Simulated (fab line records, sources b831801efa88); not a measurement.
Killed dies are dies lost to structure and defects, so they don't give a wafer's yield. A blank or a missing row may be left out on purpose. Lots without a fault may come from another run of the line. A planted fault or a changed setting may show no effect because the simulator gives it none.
A struck lot beside a sound one | flow sky130 | 16 steps out of a route of 708
Sound: wafers L636.3, L636.4, L636.6. Struck: wafers L639.5, L639.6. (L639.2 of the same lot was not struck and is left out.) The cause comes at the end.
At each step with rows: each side's tool, then ch and its chambers, then its first start. Under that, the readings that differ: sound wafers | struck wafers | difference of the means | sigmas: that difference in standard deviations of wafers without a fault.
alike: readings whose means differ by less than 2 such deviations, and words and numbers that are the same on both sides. not compared: withheld readings, readings that some wafer has no value for, bounds like >300 that may hide the same value, and numbers for which the record gives no deviation and whose values overlap.
The two part at a step that has a row with sigmas, a row that says differs or no value, or rows on one side only. Numbers that don't overlap but have no deviation are shown without sigmas and don't part them. A reading that every wafer of one side lacks parts them only if that side has two wafers or more.

first, 2 steps without rows for these wafers: SKY_METAL3_PEB_11; SKY_METAL3_DEVELOP_12 (develop time 60 s).
SKY_METAL3_CD_MEAS_13: target cd 300 nm.
  sound on cd_sem-01, day 40 22:46; struck on cd_sem-01, day 41 17:36
  alike: cd_nm
SKY_METAL3_OVL_MEAS_14:
  sound on overlay-02, day 40 22:52; struck on overlay-02, day 41 17:43
  alike: METAL3_OVL
SKY_METAL3_DESCUM_15: chemistry O2, time 8 s.
  sound on rie_metal-02 ch 0,1, day 40 22:54; struck on rie_metal-03 ch 0,1, day 41 17:44
  alike: drypump_motor_current_A, oes_product_au
  not compared: rf_hours_counter_h
then, 1 step without rows for these wafers: SKY_METAL3_ETCH_16 (etches BARC in N2/H2, stops on SiO2, time 88.2 s, target depth 60 nm).
SKY_METAL3_ETCH_17: etches SiO2 in C4F8/O2/Ar, stops on TiN, time 3.9 s, target depth 15 nm.
  sound on rie_diel-01 ch 0,1,2, day 40 23:01; struck on rie_diel-02 ch 2,3, day 41 17:52
  alike: oes_product_au
SKY_METAL3_METAL_ETCH_18: etches the open film in Cl2/BCl3, stops on SiO2, target depth 845 nm, time 183.1 s.
  sound on rie_metal-04 ch 0,1, day 40 23:06; struck on rie_metal-04 ch 0,1, day 41 17:53
  reading               | sound             | struck      | difference | sigmas
  oes_product_au (a.u.) | 0.874 0.876 0.875 | 0.854 0.854 | -0.021     | -3
  alike: drypump_motor_current_A, throttle_valve_pct
  not compared: rf_hours_counter_h
SKY_METAL3_STRIP_19: strips in O2/N2.
  sound on plasma_asher-01 ch 0,1, day 40 23:15; struck on plasma_asher-01 ch 0,1, day 41 18:04
  alike: drypump_motor_current_A, oes_product_au, strip_time_to_endpoint_s
  not compared: rf_hours_counter_h
then, 3 steps without rows for these wafers: SKY_METAL3_STRIP_20 (strips in post etch residue remover, time 1200 s); SKY_METAL3_CLEAN_21 (cleans in IPA, time 180 s); SKY_METAL3_CLEAN_22 (cleans in O3/DIW).
SKY_VIA3_HDPCVD_00: deposits SiO2, target thk 1635 nm, time 272.5 s.
  sound on hdpcvd-01 ch 0,1,2, day 40 23:51; struck on hdpcvd-01 ch 0,2, day 41 19:05
  reading                                  | sound             | struck      | difference | sigmas
  run_length_s (s)                         | 299.9 300.9 299.7 | 315.4 315.4 | +15.2      | +32
  model.SiO2_of_VIA3_HDPCVD_00.thk_nm (nm) | 1655 1646 1661    | 1770 1761   | +112       |
SKY_VIA3_THK_MEAS_01:
  sound on film_metro-01, day 41 00:02; struck on film_metro-04, day 41 19:21
  reading              | sound          | struck    | difference | sigmas
  VIA3_HDPCVD_THK (nm) | 1656 1646 1662 | 1770 1761 | +111       | +5
SKY_VIA3_CMP_02: polishes SiO2.
  sound on cmp-01 ch 1,2, day 41 00:04; struck on cmp-02 ch 1,2, day 41 19:33
  alike: motor_current_A
SKY_PAD_OPEN_PROBE_99:
  the record has rows for the sound wafers here (prober-01, day 47 21:57) and none for the struck ones

WHERE THEY PART
First at SKY_METAL3_METAL_ETCH_18; last, within this record, at SKY_PAD_OPEN_PROBE_99.

WHY: what the simulator had put in
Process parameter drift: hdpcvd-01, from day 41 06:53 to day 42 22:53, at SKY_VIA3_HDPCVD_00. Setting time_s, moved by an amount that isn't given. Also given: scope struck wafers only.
